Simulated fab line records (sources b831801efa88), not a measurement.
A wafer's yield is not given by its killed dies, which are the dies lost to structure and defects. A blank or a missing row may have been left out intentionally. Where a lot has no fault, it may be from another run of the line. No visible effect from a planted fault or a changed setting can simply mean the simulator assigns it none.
Struck lot and sound lot, side by side / flow sky130 / 44 steps out of a route of 708
Sound: the wafers L517.2, L517.3, L517.6. Struck: wafer L524.5 (left out: L524.1, L524.3 of the same lot, which were not struck); the cause appears at the end.
At each step with rows: each side's tool, then ch and its chambers, then its first start. Under that, the readings that differ: sound wafers / struck wafers / difference of the means / sigmas: that difference in standard deviations of wafers without a fault.
alike: a reading whose means differ by less than 2 such deviations, as well as words and numbers matching on both sides. not compared: withheld readings; readings where some wafer has no value; bounds like >300 that might hide an equal value; numbers whose values overlap and for which the record gives no deviation.
A row with sigmas, a row that says differs or no value, or rows on one side alone: a step with any of these is where the two part. Numbers that don't overlap but have no deviation are shown without sigmas and don't part them. Lack of a reading on every wafer of one side parts them only where that side has two or more wafers.

SKY_VIA2_SPUTTER_20: material TiN, target thk 20 nm, time 80 s.
  sound on pvd_sputter-03 at day 37 07:08; struck on pvd_sputter-02 at day 39 23:55
  alike: cathode_dc_power_W, throttle_valve_pct
then, 1 step without rows for these wafers: SKY_VIA2_CVD_21 (deposits W, target thk 420 nm, time 126.4 s).
SKY_VIA2_RS_MEAS_22: a four-point-probe measurement.
  sound on film_metro-01 at day 37 07:22; struck on film_metro-03 at day 40 00:10
  alike: VIA2_W_RS
SKY_VIA2_THK_MEAS_23: measures by xrf.
  sound on film_metro-01 at day 37 07:28; struck on film_metro-03 at day 40 00:17
  alike: VIA2_W_THK
then, 3 steps without rows for these wafers: SKY_VIA2_CMP_24 (polishes, stops on SiO2, t overpolish 20 s, target thk 0 nm); SKY_METAL3_SPUTTER_00 (material Ti, target thk 15 nm, time 10 s); SKY_METAL3_SPUTTER_01 (material TiN, target thk 20 nm, time 16.7 s).
SKY_METAL3_SPUTTER_02: material AlCu, target thk 735 nm, time 39.1 s.
  sound on pvd_sputter-03 at day 37 07:52; struck on pvd_sputter-02 at day 40 00:41
  alike: cathode_dc_power_W, throttle_valve_pct
then, 2 steps without rows for these wafers: SKY_METAL3_SPUTTER_03 (material Ti, target thk 5 nm, time 3.3 s); SKY_METAL3_SPUTTER_04 (material TiN, target thk 70 nm, time 58.3 s).
SKY_CAPM_CVD_00: deposits SiO2, target thk 15.5 nm.
  sound on pecvd-02 ch 0,1,2, day 37 07:58; struck on pecvd-03 ch 1, day 40 00:47
  alike: heater_power_w, susceptor_temp_C
SKY_CAPM_THK_MEAS_01:
  sound on film_metro-01 at day 37 08:00; struck on film_metro-03 at day 40 00:49
reading=CAPM_CVD_00_THK (nm); sound=15.15 14.96 15.41; struck=15.72; difference=+0.55; sigmas=+2
SKY_CAPM_SPUTTER_02: material TiN, target thk 200 nm, time 166.7 s.
  sound on pvd_sputter-01 at day 37 08:03; struck on pvd_sputter-01 at day 40 00:53
reading=cathode_dc_power_W (W); sound=6499.7 6499.0 6499.2; struck=7329.5; difference=+830.2; sigmas=+99 or more
reading=model.TiN_of_CAPM_SPUTTER_02.thk_nm (nm); sound=198.9 201.2 199.7; struck=225.9; difference=+26.0; sigmas=
  alike: susceptor_temp_C, throttle_valve_pct
SKY_CAPM_RS_MEAS_03: a four-point-probe measurement.
  sound on film_metro-04 at day 37 08:11; struck on film_metro-04 at day 40 00:59
reading=CAPM_TIN_RS (ohm/sq); sound=6.97 6.89 6.93; struck=6.12; difference=-0.81; sigmas=-13
SKY_CAPM_THK_MEAS_04: measures by xrf.
  sound on film_metro-04 at day 37 08:17; struck on film_metro-04 at day 40 01:07
reading=CAPM_TIN_THK (nm); sound=196.5 199.0 196.7; struck=221.2; difference=+23.8; sigmas=+10
then, 7 steps without rows for these wafers: SKY_CAPM_DEHYDRATE_05 (time 60 s); SKY_CAPM_HMDS_06 (prime time 60 s); SKY_CAPM_COAT_07 (resist thk 1140 nm); SKY_CAPM_SOFTBAKE_08 (time 60 s); SKY_CAPM_EXPOSE_09 (exposes mask CAPM, target cd 1000 nm); SKY_CAPM_PEB_10; SKY_CAPM_DEVELOP_11 (develop time 60 s).
SKY_CAPM_OVL_MEAS_12:
  sound on overlay-02 at day 38 09:17; struck on overlay-01 at day 41 01:31
  alike: CAPM_OVL
SKY_CAPM_METAL_ETCH_13: etches TiN in Cl2/BCl3, stops on SiO2, target depth 220 nm, time 62.9 s.
  sound on rie_metal-03 ch 1, day 38 09:19; struck on rie_metal-02 ch 1, day 41 01:34
reading=drypump_motor_current_A (A); sound=6.09 6.07 6.05; struck=5.42; difference=-0.65; sigmas=-2
reading=oes_product_au (a.u.); sound=0.949 0.937 0.942; struck=0.988; difference=+0.045; sigmas=+7
reading=throttle_valve_pct (%); sound=21.901 21.908 21.910; struck=21.874; difference=-0.032; sigmas=-4
  not compared: rf_hours_counter_h
then, 12 steps without rows for these wafers: SKY_CAPM_STRIP_14 (strips in O2/N2); SKY_CAPM_STRIP_15 (strips in post etch residue remover, time 1200 s); SKY_CAPM_CLEAN_16 (cleans in IPA, time 180 s); SKY_CAPM_CLEAN_17 (cleans in O3/DIW); SKY_METAL3_DEHYDRATE_05 (time 60 s); SKY_METAL3_HMDS_06 (prime time 60 s); SKY_METAL3_COAT_07 (resist thk 60 nm); SKY_METAL3_COAT_08 (resist thk 1140 nm); SKY_METAL3_SOFTBAKE_09 (time 90 s); SKY_METAL3_EXPOSE_10 (exposes mask MM3, target cd 300 nm); SKY_METAL3_PEB_11; SKY_METAL3_DEVELOP_12 (develop time 60 s).
SKY_METAL3_CD_MEAS_13: the cd target is 300 nm.
  sound on cd_sem-02 at day 39 11:02; struck on cd_sem-01 at day 42 02:16
  alike: cd_nm
SKY_METAL3_OVL_MEAS_14:
  sound on overlay-01 at day 39 11:08; struck on overlay-02 at day 42 02:23
  alike: METAL3_OVL
then, 1 step without rows for these wafers: SKY_METAL3_DESCUM_15 (chemistry O2, time 8 s).
SKY_METAL3_ETCH_16: etches BARC in N2/H2, stops on SiO2, time 88.2 s, target depth 60 nm.
  sound on rie_metal-04 ch 0,1, day 39 11:12; struck on rie_metal-04 ch 1, day 42 02:28
  alike: drypump_motor_current_A, oes_product_au, throttle_valve_pct
  not compared: rf_hours_counter_h
then, 1 step without rows for these wafers: SKY_METAL3_ETCH_17 (etches SiO2 in C4F8/O2/Ar, stops on TiN, time 3.9 s, target depth 15 nm).
SKY_METAL3_METAL_ETCH_18: etches the open film in Cl2/BCl3, stops on SiO2, target depth 845 nm, time 183.1 s.
  sound on rie_metal-03 ch 0, day 39 11:19; struck on rie_metal-01 ch 1, day 42 02:37
  alike: drypump_motor_current_A, oes_product_au, throttle_valve_pct
  not compared: rf_hours_counter_h
SKY_METAL3_STRIP_20: strips in post etch residue remover, time 1200 s.
  sound on wet_bench-03 ch 3, day 39 11:35; struck on wet_bench-04 ch 2, day 42 02:53
reading=model.TiN_of_CAPM_SPUTTER_02.thk_nm (nm); sound=198.1 200.4 198.8; struck=225.1; difference=+26.0; sigmas=
-- the record jumps here: 7 days lie between the struck wafers' starts before and after (it left off in module METAL3 and takes up again in module PAD_OPEN, whose first step shown is number 708 of the route) --
SKY_PAD_OPEN_PROBE_99:
  sound on prober-02 at day 46 11:16; struck on prober-01 at day 48 19:29
reading=killed_at_contacts; sound=32 36 44; struck=22; difference=-15; sigmas=-2
reading=model.etest.met3.line_ohm_um; sound=0.1432 0.1475 0.1419; struck=436; difference=+436; sigmas=
reading=model.etest.tester.sort_n_pass; sound=409 402 387; struck=0; difference=-399; sigmas=
reading=model.etest.via3_chain.rc_ohm; sound=10.12 10.27 10.23; struck=344.2; difference=+334.0; sigmas=
reading=model.etest.met3.rs_ohm_sq; sound=0.04314 0.04409 0.0426; struck=131.3; difference=+131.3; sigmas=
reading=model.etest.tester.sort_yield_pct (%); sound=83.13 81.71 78.66; struck=0; difference=-81; sigmas=
reading=model.etest.tester.sort_bin_4_pct (%); sound=0 0 0; struck=82.93; difference=+82.93; sigmas=
reading=model.etest.met3.rs_ohm_sq_rim_less_centre; sound=-0.0003025 -0.0005885 -0.0003237; struck=22.07; difference=+22.07; sigmas=
reading=model.etest.diode_pdiff_nwell_hv.under_floor; sound=0 0 0; struck=1; difference=+1; sigmas=
  alike: defect_limited_yield, killed_at_M0_to_M3, killed_at_M4_up, killed_at_front_end, killed_at_other, killed_dies, killed_open, killed_short

WHERE THEY PART
Earliest at SKY_CAPM_THK_MEAS_01; latest, in this record, at SKY_PAD_OPEN_PROBE_99.

WHY: whatever the simulator had introduced
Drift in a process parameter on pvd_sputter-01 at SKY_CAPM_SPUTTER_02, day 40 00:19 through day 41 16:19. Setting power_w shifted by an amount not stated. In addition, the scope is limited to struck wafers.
